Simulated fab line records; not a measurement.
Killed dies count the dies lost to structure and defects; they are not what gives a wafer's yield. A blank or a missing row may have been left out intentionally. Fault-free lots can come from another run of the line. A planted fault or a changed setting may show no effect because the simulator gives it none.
The tool behind it: which one? || flow sfq_line || 45 wafers from 15 lots sampled at 2 of the route's 325 steps

WHAT THE GAUGES READ, wafer by wafer
The record holds no reading of a measuring or inspecting step that can be judged against a usual standard deviation.

EACH LOT AND THE TOOL THAT RAN IT (in order: tool; ch and the chambers of the sampled wafers; start)
{"lot": "L150", "SFQ_TRILAYER_L0_CAP_PECVD_011": "pecvd-04 ch 0,1,2, day 4 02:40", "SFQ_TRILAYER_L0_VIA_ETCH_VIA_ETCH_016": "rie_diel-02 ch 0,3, day 7 12:33"}
{"lot": "L153", "SFQ_TRILAYER_L0_CAP_PECVD_011": "pecvd-04 ch 1,2, day 4 23:04", "SFQ_TRILAYER_L0_VIA_ETCH_VIA_ETCH_016": "rie_diel-02 ch 0,1,3, day 8 18:33"}
{"lot": "L154", "SFQ_TRILAYER_L0_CAP_PECVD_011": "pecvd-01 ch 1,2, day 5 03:53", "SFQ_TRILAYER_L0_VIA_ETCH_VIA_ETCH_016": "rie_diel-02 ch 1,2,3, day 9 04:15"}
{"lot": "L155", "SFQ_TRILAYER_L0_CAP_PECVD_011": "pecvd-03 ch 0,2, day 5 08:41", "SFQ_TRILAYER_L0_VIA_ETCH_VIA_ETCH_016": "rie_diel-01 ch 0,1, day 9 06:52"}
{"lot": "L159", "SFQ_TRILAYER_L0_CAP_PECVD_011": "pecvd-03 ch 0,1,2, day 6 13:26", "SFQ_TRILAYER_L0_VIA_ETCH_VIA_ETCH_016": "rie_diel-03 ch 0,1,3, day 10 17:10"}
{"lot": "L160", "SFQ_TRILAYER_L0_CAP_PECVD_011": "pecvd-01 ch 1,2, day 6 21:50", "SFQ_TRILAYER_L0_VIA_ETCH_VIA_ETCH_016": "rie_diel-01 ch 2,3, day 11 03:56"}
{"lot": "L161", "SFQ_TRILAYER_L0_CAP_PECVD_011": "pecvd-04 ch 0,2, day 7 03:38", "SFQ_TRILAYER_L0_VIA_ETCH_VIA_ETCH_016": "rie_diel-02 ch 0,1,2, day 11 11:08"}
{"lot": "L162", "SFQ_TRILAYER_L0_CAP_PECVD_011": "pecvd-03 ch 0,1,2, day 7 11:09", "SFQ_TRILAYER_L0_VIA_ETCH_VIA_ETCH_016": "rie_diel-03 ch 0,2,3, day 11 19:32"}
{"lot": "L163", "SFQ_TRILAYER_L0_CAP_PECVD_011": "pecvd-03 ch 0,1, day 7 19:21", "SFQ_TRILAYER_L0_VIA_ETCH_VIA_ETCH_016": "rie_diel-02 ch 0,2, day 12 01:32"}
{"lot": "L164", "SFQ_TRILAYER_L0_CAP_PECVD_011": "pecvd-01 ch 0,2, day 8 02:33", "SFQ_TRILAYER_L0_VIA_ETCH_VIA_ETCH_016": "rie_diel-02 ch 1,2,3, day 12 10:04"}
{"lot": "L169", "SFQ_TRILAYER_L0_CAP_PECVD_011": "pecvd-01 ch 0,1,2, day 9 09:51", "SFQ_TRILAYER_L0_VIA_ETCH_VIA_ETCH_016": "rie_diel-03 ch 0,2,3, day 13 20:31"}
{"lot": "L170", "SFQ_TRILAYER_L0_CAP_PECVD_011": "pecvd-01 ch 0,1,2, day 9 13:27", "SFQ_TRILAYER_L0_VIA_ETCH_VIA_ETCH_016": "rie_diel-01 ch 1,2, day 14 06:10"}
{"lot": "L171", "SFQ_TRILAYER_L0_CAP_PECVD_011": "pecvd-01 ch 0,1, day 9 18:15", "SFQ_TRILAYER_L0_VIA_ETCH_VIA_ETCH_016": "rie_diel-02 ch 1,2,3, day 14 10:58"}
{"lot": "L172", "SFQ_TRILAYER_L0_CAP_PECVD_011": "pecvd-04 ch 0,1,2, day 10 01:27", "SFQ_TRILAYER_L0_VIA_ETCH_VIA_ETCH_016": "rie_diel-03 ch 0,1,3, day 14 20:16"}
{"lot": "L173", "SFQ_TRILAYER_L0_CAP_PECVD_011": "pecvd-04 ch 0,2, day 10 08:10", "SFQ_TRILAYER_L0_VIA_ETCH_VIA_ETCH_016": "rie_diel-03 ch 0,1, day 15 03:28"}
- SFQ_TRILAYER_L0_CAP_PECVD_011: deposits SiO2 from SiH4/N2O, time 13.333 s, target thk 60 nm.
- SFQ_TRILAYER_L0_VIA_ETCH_VIA_ETCH_016: etches SiO2 in CHF3, stops on MoNx KI, target depth 80 nm.

WHAT THE TOOLS THEMSELVES READ (means of the sampled wafers that have a number; where no wafer has one, the mark that the record gives instead)
SFQ_TRILAYER_L0_CAP_PECVD_011. Usual: heater_power_w 83 W, standard deviation 12; throttle_valve_pct 24.9 %, standard deviation 1.5.
{"lot": "L150", "tool": "pecvd-04", "heater_power_w (W)": 76, "throttle_valve_pct (%)": 26.6, "flag": ""}
{"lot": "L153", "tool": "pecvd-04", "heater_power_w (W)": 72, "throttle_valve_pct (%)": 27.3, "flag": ""}
{"lot": "L154", "tool": "pecvd-01", "heater_power_w (W)": 79, "throttle_valve_pct (%)": 23.5, "flag": ""}
{"lot": "L155", "tool": "pecvd-03", "heater_power_w (W)": 95, "throttle_valve_pct (%)": 24.6, "flag": ""}
{"lot": "L159", "tool": "pecvd-03", "heater_power_w (W)": 99, "throttle_valve_pct (%)": 24.1, "flag": ""}
{"lot": "L160", "tool": "pecvd-01", "heater_power_w (W)": 79, "throttle_valve_pct (%)": 23.8, "flag": ""}
{"lot": "L161", "tool": "pecvd-04", "heater_power_w (W)": 67, "throttle_valve_pct (%)": 25.6, "flag": ""}
{"lot": "L162", "tool": "pecvd-03", "heater_power_w (W)": 94, "throttle_valve_pct (%)": 24.3, "flag": ""}
{"lot": "L163", "tool": "pecvd-03", "heater_power_w (W)": 85, "throttle_valve_pct (%)": 24.0, "flag": ""}
{"lot": "L164", "tool": "pecvd-01", "heater_power_w (W)": 83, "throttle_valve_pct (%)": 24.3, "flag": ""}
{"lot": "L169", "tool": "pecvd-01", "heater_power_w (W)": 80, "throttle_valve_pct (%)": 23.8, "flag": ""}
{"lot": "L170", "tool": "pecvd-01", "heater_power_w (W)": 79, "throttle_valve_pct (%)": 23.9, "flag": ""}
{"lot": "L171", "tool": "pecvd-01", "heater_power_w (W)": 75, "throttle_valve_pct (%)": 23.8, "flag": ""}
{"lot": "L172", "tool": "pecvd-04", "heater_power_w (W)": 77, "throttle_valve_pct (%)": 26.6, "flag": ""}
{"lot": "L173", "tool": "pecvd-04", "heater_power_w (W)": 67, "throttle_valve_pct (%)": 25.3, "flag": ""}

SFQ_TRILAYER_L0_VIA_ETCH_VIA_ETCH_016. Usual: chamber_pressure_mTorr 29.999 mTorr, standard deviation 0.029; drypump_motor_current_A 5.6 A, standard deviation 0.46; oes_product_au 0.842 a.u., standard deviation 0.0092.
{"lot": "L150", "tool": "rie_diel-02", "chamber_pressure_mTorr (mTorr)": 29.964, "drypump_motor_current_A (A)": 5.9, "oes_product_au (a.u.)": 0.845, "flag": ""}
{"lot": "L153", "tool": "rie_diel-02", "chamber_pressure_mTorr (mTorr)": 29.985, "drypump_motor_current_A (A)": 5.8, "oes_product_au (a.u.)": 0.838, "flag": ""}
{"lot": "L154", "tool": "rie_diel-02", "chamber_pressure_mTorr (mTorr)": 29.994, "drypump_motor_current_A (A)": 5.8, "oes_product_au (a.u.)": 0.840, "flag": ""}
{"lot": "L155", "tool": "rie_diel-01", "chamber_pressure_mTorr (mTorr)": 29.974, "drypump_motor_current_A (A)": 6.0, "oes_product_au (a.u.)": 0.852, "flag": ""}
{"lot": "L159", "tool": "rie_diel-03", "chamber_pressure_mTorr (mTorr)": 29.999, "drypump_motor_current_A (A)": 5.2, "oes_product_au (a.u.)": 0.849, "flag": ""}
{"lot": "L160", "tool": "rie_diel-01", "chamber_pressure_mTorr (mTorr)": 30.007, "drypump_motor_current_A (A)": 5.1, "oes_product_au (a.u.)": 0.840, "flag": ""}
{"lot": "L161", "tool": "rie_diel-02", "chamber_pressure_mTorr (mTorr)": 30.002, "drypump_motor_current_A (A)": 5.7, "oes_product_au (a.u.)": 0.849, "flag": ""}
{"lot": "L162", "tool": "rie_diel-03", "chamber_pressure_mTorr (mTorr)": 30.013, "drypump_motor_current_A (A)": 5.3, "oes_product_au (a.u.)": 0.848, "flag": ""}
{"lot": "L163", "tool": "rie_diel-02", "chamber_pressure_mTorr (mTorr)": 29.985, "drypump_motor_current_A (A)": 5.9, "oes_product_au (a.u.)": 0.838, "flag": ""}
{"lot": "L164", "tool": "rie_diel-02", "chamber_pressure_mTorr (mTorr)": 30.010, "drypump_motor_current_A (A)": 5.8, "oes_product_au (a.u.)": 0.839, "flag": ""}
{"lot": "L169", "tool": "rie_diel-03", "chamber_pressure_mTorr (mTorr)": 30.039, "drypump_motor_current_A (A)": 5.3, "oes_product_au (a.u.)": 0.746, "flag": "OFF"}
{"lot": "L170", "tool": "rie_diel-01", "chamber_pressure_mTorr (mTorr)": 29.965, "drypump_motor_current_A (A)": 5.8, "oes_product_au (a.u.)": 0.793, "flag": "OFF"}
{"lot": "L171", "tool": "rie_diel-02", "chamber_pressure_mTorr (mTorr)": 30.017, "drypump_motor_current_A (A)": 5.8, "oes_product_au (a.u.)": 0.802, "flag": "OFF"}
{"lot": "L172", "tool": "rie_diel-03", "chamber_pressure_mTorr (mTorr)": 29.984, "drypump_motor_current_A (A)": 5.2, "oes_product_au (a.u.)": 0.831, "flag": ""}
{"lot": "L173", "tool": "rie_diel-03", "chamber_pressure_mTorr (mTorr)": 29.990, "drypump_motor_current_A (A)": 5.0, "oes_product_au (a.u.)": 0.844, "flag": ""}

THE ANSWER, worked out from the rows above alone
Rule: a lot is off if the mean of its wafers that have a number lies more than 3 standard deviations from the usual mean. A lot without any number at a reading at which 4 lots or more have one is off too. Where the step has rows for the other lots, those lots are counted as sound. First the gauges in route order, then the tools' own readings, where a lot's mean is used as printed above. The first step at which some lot is off is used, and at that step the reading that is off furthest; a lot without a number counts as furthest.
Off: L169, L170, L171 (SFQ_TRILAYER_L0_VIA_ETCH_VIA_ETCH_016, oes_product_au).
A tool fits if, at that step or a process step before it, it ran every lot that is off, and no sound lot after the first of them. One fits: pecvd-01 at SFQ_TRILAYER_L0_CAP_PECVD_011. Its last sound lot is L164 (day 8 02:33), its first lot that is off L169 (day 9 09:51): a fault that began between those two fits.

WHAT THE SIMULATOR HAD INSERTED
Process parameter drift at SFQ_TRILAYER_L0_CAP_PECVD_011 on pecvd-01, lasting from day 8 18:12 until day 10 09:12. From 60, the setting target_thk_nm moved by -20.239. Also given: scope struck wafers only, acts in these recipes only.
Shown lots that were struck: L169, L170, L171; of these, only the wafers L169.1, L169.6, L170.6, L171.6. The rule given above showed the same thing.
